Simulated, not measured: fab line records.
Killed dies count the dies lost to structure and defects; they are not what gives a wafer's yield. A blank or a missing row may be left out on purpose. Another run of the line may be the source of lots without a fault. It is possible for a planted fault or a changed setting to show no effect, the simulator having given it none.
Which of the tools did it?	flow gf180mcu	Sampling: 13 lots, 39 wafers, 5 of 602 route steps

== WHAT THE GAUGES READ, wafer by wafer ==
GF_M4_RS_MEAS_05: a four-point-probe measurement.
lot	measured	on	M4_ALCU_RS (ohm/sq)
L645	day 21 23:06	film_metro-03	0.0698 0.0694 0.0704
L646	day 22 10:41	film_metro-02	0.0684 0.0687 0.0682
L647	day 23 23:23	film_metro-02	0.0691 0.0696 0.0686
L648	day 24 04:01	film_metro-03	0.0694 0.0717 0.0707
L649	day 24 05:19	film_metro-03	0.0674 0.0679 0.0675
L654	day 25 20:11	film_metro-01	0.0699 0.0703 0.0699
L660	day 27 14:25	film_metro-03	0.0694 0.0694 0.0686
L661	day 27 23:49	film_metro-03	0.0699 0.0715 0.0704
L662	day 28 02:29	film_metro-03	0.0698 0.0692 0.0698
L663	day 28 10:38	film_metro-02	0.0694 0.0687 0.0705
L664	day 28 17:41	film_metro-03	0.0685 0.0697 0.0696
L665	day 29 00:31	film_metro-01	0.0712 0.0698 0.0711
L668	day 29 19:20	film_metro-02	0.0687 0.0689 0.0687

GF_M4_THK_MEAS_06: measures by xrf.
lot	measured	on	M4_ALCU_THK (nm)
L645	day 21 23:13	film_metro-03	444 445 441
L646	day 22 10:47	film_metro-02	446 445 447
L647	day 23 23:29	film_metro-02	443 438 446
L648	day 24 04:08	film_metro-03	446 432 438
L649	day 24 05:26	film_metro-03	462 456 459
L654	day 25 20:18	film_metro-01	440 434 440
L660	day 27 14:31	film_metro-03	444 446 451
L661	day 27 23:56	film_metro-03	441 431 438
L662	day 28 02:36	film_metro-03	445 448 444
L663	day 28 10:46	film_metro-02	441 449 436
L664	day 28 17:46	film_metro-03	451 443 445
L665	day 29 00:37	film_metro-01	429 441 431
L668	day 29 19:28	film_metro-02	450 448 449

GF_V4_THK_MEAS_03.
lot	measured	on	V4_CVD_02_THK (nm)
L645	day 22 23:33	film_metro-01	850 857 867
L646	day 23 10:40	film_metro-01	851 863 876
L647	day 24 22:17	film_metro-03	855 876 865
L648	day 25 01:32	film_metro-04	869 869 870
L649	day 25 03:55	film_metro-01	838 857 854
L654	day 26 17:37	film_metro-03	0 0 0
L660	day 28 11:10	film_metro-04	837 841 853
L661	day 28 19:37	film_metro-01	849 850 841
L662	day 28 22:44	film_metro-01	860 863 868
L663	day 29 07:07	film_metro-01	853 842 862
L664	day 29 12:56	film_metro-01	854 851 872
L665	day 29 19:55	film_metro-03	852 849 852
L668	day 30 15:03	film_metro-03	837 837 844

== EACH LOT AND THE TOOL THAT RAN IT (in order: tool; ch and the chambers of the sampled wafers; start) ==
lot	GF_M4_SPUTTER_01	GF_V4_CVD_02
L645	pvd_sputter-01, day 21 22:58	pecvd-03 ch 0,1, day 22 23:28
L646	pvd_sputter-03, day 22 10:32	pecvd-03 ch 0,1, day 23 10:35
L647	pvd_sputter-03, day 23 23:14	pecvd-02 ch 1,2, day 24 22:13
L648	pvd_sputter-03, day 24 03:54	pecvd-02 ch 0,1,2, day 25 01:28
L649	pvd_sputter-03, day 24 05:11	pecvd-01 ch 1,2, day 25 03:51
L654	pvd_sputter-01, day 25 20:04	pecvd-02 ch 0,1,2, day 26 17:32
L660	pvd_sputter-02, day 27 14:16	pecvd-03 ch 0,1,2, day 28 11:05
L661	pvd_sputter-01, day 27 23:41	pecvd-01 ch 0,1,2, day 28 19:33
L662	pvd_sputter-02, day 28 02:21	pecvd-03 ch 0,1, day 28 22:37
L663	pvd_sputter-03, day 28 10:31	pecvd-03 ch 0,1, day 29 07:01
L664	pvd_sputter-01, day 28 17:30	pecvd-01 ch 0,1,2, day 29 12:52
L665	pvd_sputter-01, day 29 00:22	pecvd-03 ch 1, day 29 19:44
L668	pvd_sputter-02, day 29 19:13	pecvd-03 ch 0,2, day 30 14:59
- GF_M4_SPUTTER_01: material TiN, target thk 30 nm, time 25 s.
- GF_V4_CVD_02: deposits SiO2 from TEOS, target thk 850 nm, time 94.851 s.

== AS READ BY THE TOOLS THEMSELVES (means over the sampled wafers that have a number; for cases with no such wafer, the mark the record gives instead) ==
GF_M4_SPUTTER_01.
lot	tool	chamber_pressure_pa (Pa)	throttle_valve_pct (%)
L645	pvd_sputter-01	0.4008	30.0
L646	pvd_sputter-03	0.4004	30.3
L647	pvd_sputter-03	0.4010	30.6
L648	pvd_sputter-03	0.4007	30.4
L649	pvd_sputter-03	0.3997	30.6
L654	pvd_sputter-01	0.3998	29.9
L660	pvd_sputter-02	0.4001	29.6
L661	pvd_sputter-01	0.3998	29.6
L662	pvd_sputter-02	0.4004	29.6
L663	pvd_sputter-03	0.3998	30.7
L664	pvd_sputter-01	0.4002	29.8
L665	pvd_sputter-01	0.4007	29.9
L668	pvd_sputter-02	0.4001	28.9

GF_V4_CVD_02.
lot	tool	heater_power_outer_w (W)	heater_power_w (W)
L645	pecvd-03	429	738
L646	pecvd-03	426	755
L647	pecvd-02	357	624
L648	pecvd-02	346	596
L649	pecvd-01	331	602
L654	pecvd-02	-	-
L660	pecvd-03	431	733
L661	pecvd-01	337	599
L662	pecvd-03	435	749
L663	pecvd-03	452	774
L664	pecvd-01	364	637
L665	pecvd-03	442	755
L668	pecvd-03	401	700

== THE ANSWER, worked out from the rows above alone ==
Rule: the usual values come from the lots themselves. Put in order of their means at a reading, lots are off if they are a third of the lots or fewer, leave a main group of 4 or more, and stand apart from it by a gap of 3 or more times the standard deviation of the main group's means; of several such gaps the widest counts. Not used: any main group whose means are identical at the precision the tables above print for the reading. Also off: a lot with no number at a reading for which 4 or more lots have one. The other lots that the step has rows for count as sound. Order of review: gauges by route order, followed by the tools' own readings, for which a lot's mean as printed above is used. At the first step where some lot is off, the reading lying furthest off is the one used; lots without a number count as furthest.
Off: L654, at GF_V4_THK_MEAS_03 (V4_CVD_02_THK). The main group: mean 855 nm, standard deviation 9.
A tool fits if, at a process step before that reading, it ran every lot that is off, and no sound lot after the first of them. Not tried: the gauges at GF_V4_THK_MEAS_03; whatever is off there is also off at GF_V4_CVD_02, on other tools, and gauge error can't account for it. One fits: pecvd-02 at GF_V4_CVD_02. A fault onset in the window from L648 (day 25 01:28, its last sound lot) to L654 (day 26 17:32, its first lot off) fits.
Blank at GF_V4_CVD_02 on the lots that are off, where sound lots have numbers: heater_power_outer_w, heater_power_w.

== WHAT THE SIMULATOR HAD PUT IN ==
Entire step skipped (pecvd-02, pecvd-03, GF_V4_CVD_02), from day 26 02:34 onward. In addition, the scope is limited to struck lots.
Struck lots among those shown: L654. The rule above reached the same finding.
